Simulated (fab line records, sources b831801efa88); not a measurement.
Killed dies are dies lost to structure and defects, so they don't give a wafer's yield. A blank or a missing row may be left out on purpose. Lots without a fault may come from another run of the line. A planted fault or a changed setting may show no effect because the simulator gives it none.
Problem report in the 8D (eight disciplines) form, filled by code | flow sky130 | the parts of the form that need people (team, actions taken, sign-off) are left out

1. THE PROBLEM
dose_ions_cm2 at SKY_POLY_GATE_IMPLANT_02 reads a mean of 5.4e+15 on 6 wafers of 2 lots; wafers without a fault read 7.7e+15 with a standard deviation of 8.8e+12. That is -99 or more standard deviations from the usual mean.
First seen on wafer L695.1, day 20 06:17, on implanter-01. The record holds 30 wafers of 10 lots with a number at this step. Rule for "out", or "out of limits": more than 4 standard deviations from the usual mean. The other wafers with a number count as sound.

2. WHAT IT IS AND WHAT IT IS NOT
question                    | is                       | is not
which readings at this step | dose_ions_cm2, beam_on_s | faraday_current_uA
which lots                  | L695, L699               | L682, L683, L684, L686, L688, L691, L692, L703
which wafers of those lots  | all that have a number   | -
read on which tools         | implanter-01             | implanter-03, implanter-04
when                        | from day 20 06:17        | up to then (21 sound wafers); but 3 sound wafers of L703 came after

3. SUSPECTS, AND WHAT RULES EACH OUT
Counting: a tool at a process step up to the reading stays a suspect if it ran every lot that is out and no sound lot after the first of them.
- plasma_asher-04 at SKY_GATE_OXIDE_STRIP_13 (strips in O2/N2): kept. It ran every lot that is out, first L695 (day 18 19:52), and no sound lot after that; its last sound lot up to then is L692 (day 17 09:16).
- implanter-01 at SKY_POLY_GATE_IMPLANT_02: kept. It ran every lot that is out, first L695 (day 20 06:17), and no sound lot after that; its last sound lot up to then is L691 (day 18 16:31). Its own readings are out on those wafers: beam_on_s, dose_ions_cm2.
Left after counting: plasma_asher-04 at SKY_GATE_OXIDE_STRIP_13, implanter-01 at SKY_POLY_GATE_IMPLANT_02.

4. THE CAUSE (what the simulator had put in)
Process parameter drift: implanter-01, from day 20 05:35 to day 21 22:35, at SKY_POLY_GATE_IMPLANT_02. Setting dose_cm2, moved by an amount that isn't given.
Counting left 2 suspects, and this tool is among them.

5. THE CHAIN OF EFFECTS, in route order
Each row: a reading whose mean over the struck wafers that have a number lies more than 3 standard deviations from the usual. Only readings for which the record gives a usual standard deviation are gone through. hours: the time from each lot's start at the first step in this table that gives one to its start at this step, as a median over the lots. sigmas: the change in usual standard deviations.
hours | step                     | reading                  | usual      | on struck wafers | change   | sigmas
0     | SKY_POLY_GATE_IMPLANT_02 | beam_on_s                | 32.4 s     | 22.9             | -9.5     | -7.3
0     | SKY_POLY_GATE_IMPLANT_02 | dose_ions_cm2            | 7.7e+15    | 5.4e+15          | -2.3e+15 | -99 or more
0     | SKY_RES_PROTECT_STRIP_07 | oes_product_au           | 0.518 a.u. | 0.539            | +0.021   | +4.7
0     | SKY_RES_PROTECT_STRIP_07 | strip_time_to_endpoint_s | 23.32 s    | 21.86            | -1.46    | -28
The process steps in it:
- SKY_POLY_GATE_IMPLANT_02
- SKY_RES_PROTECT_STRIP_07: strips in O2/N2.

6. WHAT WOULD HAVE CAUGHT IT SOONER
In this record the first reading out of limits was taken at day 20 06:17, 1 hour after the fault began at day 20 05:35.
